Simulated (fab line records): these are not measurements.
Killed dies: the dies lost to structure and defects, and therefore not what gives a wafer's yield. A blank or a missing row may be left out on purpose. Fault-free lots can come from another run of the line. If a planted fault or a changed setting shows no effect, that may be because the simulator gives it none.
Code-filled problem report in 8D (eight disciplines) form | flow gf180mcu | the parts of the form that need people (team, actions taken, sign-off) are left out

== 1. PROBLEM STATEMENT ==
Wafers without a fault read 260.1 nm, standard deviation 1.3; cd_nm at GF_V3_CD_MEAS_14 reads a mean of 271.3 nm on 6 wafers belonging to 2 lots. That is +8.6 standard deviations from the usual mean.
The step: target cd 260 nm.
The first sign was on wafer L485.1 at day 25 13:54, on cd_sem-01. The record has a number at this step for 39 wafers belonging to 13 lots. Rule for "out" (also "out of limits"): further than 4 standard deviations from the usual mean. The rest of the wafers with a number are treated as sound.

== 2. WHAT THIS IS AND IS NOT ==
question                    | is                     | is not
which readings at this step | cd_nm                  | -
which lots                  | L485, L489             | L477, L480, L481, L482, L484, L492, L493, L494, L495, L498, L499
which wafers of those lots  | all that have a number | -
read on which gauges        | cd_sem-01, cd_sem-02   | -
when                        | from day 25 13:54      | up to then (15 sound wafers); but 18 sound wafers of L492, L493, L494, L495, L498, L499 came after

== 3. THE SUSPECTS, EACH WITH WHAT RULES IT OUT ==
Counting: a tool at a process step up to the reading stays a suspect if it ran every lot that is out and no sound lot after the first of them.
- the gauge at GF_V3_CD_MEAS_14: ruled out. 2 gauges (cd_sem-01, cd_sem-02) read the wafers that are out.
- pvd_sputter-04 at GF_M3_SPUTTER_00 (material Ti, target thk 37.5 nm, time 150 s): kept. Every lot that is out went through it, starting with L485 (day 23 16:56), and after that it ran no sound lot; the last sound lot it ran before then is L484 (day 23 13:41).
- pvd_sputter-04 at GF_M3_SPUTTER_02 (material AlCu, target thk 450 nm, time 23.9 s): kept. Every lot that is out went through it, starting with L485 (day 23 17:04), and after that it ran no sound lot; the last sound lot it ran before then is L484 (day 23 13:49).
- litho_track-03 at GF_V3_SOFTBAKE_10 (time 60 s): ruled out as a lasting fault. Following L485 (day 25 03:00), the first lot on it that is out, the sound lots L498 were run on it.
Remaining after the count are pvd_sputter-04 at GF_M3_SPUTTER_00 and pvd_sputter-04 at GF_M3_SPUTTER_02.

== 4. THE CAUSE (what the simulator had put in) ==
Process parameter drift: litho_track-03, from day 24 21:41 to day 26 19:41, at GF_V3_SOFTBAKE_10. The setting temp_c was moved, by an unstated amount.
It was ruled out by counting, in error; the rule expects a fault to strike all lots run on its tool from its start on, and this fault did not.

== 5. THE CHAIN OF EFFECTS, in route order ==
Each row: a reading whose mean over the struck wafers that have a number lies more than 3 standard deviations from the usual. Only readings whose record carries a usual standard deviation are examined. hours: median over the lots of the time between each lot's start at the first step of this table that gives one and its start at this step. sigmas: the change, counted in usual standard deviations.
hours | step              | reading              | usual    | on struck wafers | change | sigmas
0     | GF_V3_SOFTBAKE_10 | heater_power_total_W | 93.04 W  | 96.94            | +3.90  | +63
0     | GF_V3_SOFTBAKE_10 | plate_temp_C         | 130.00 C | 134.14           | +4.14  | +28
10    | GF_V3_CD_MEAS_14  | cd_nm                | 260.1 nm | 271.3            | +11.2  | +8.6
It contains these process steps:
- GF_V3_SOFTBAKE_10: time 60 s.

== 6. HOW IT WOULD HAVE BEEN CAUGHT EARLIER ==
The first out-of-limits reading at a measuring or inspecting step in this record came at day 25 13:54, 16 hours after the fault's start at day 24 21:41.
The tool's own readings at GF_V3_SOFTBAKE_10 were out on every struck wafer that the step has a row for (heater_power_total_W, plate_temp_C): an alarm limit on them would have fired on the first of those.
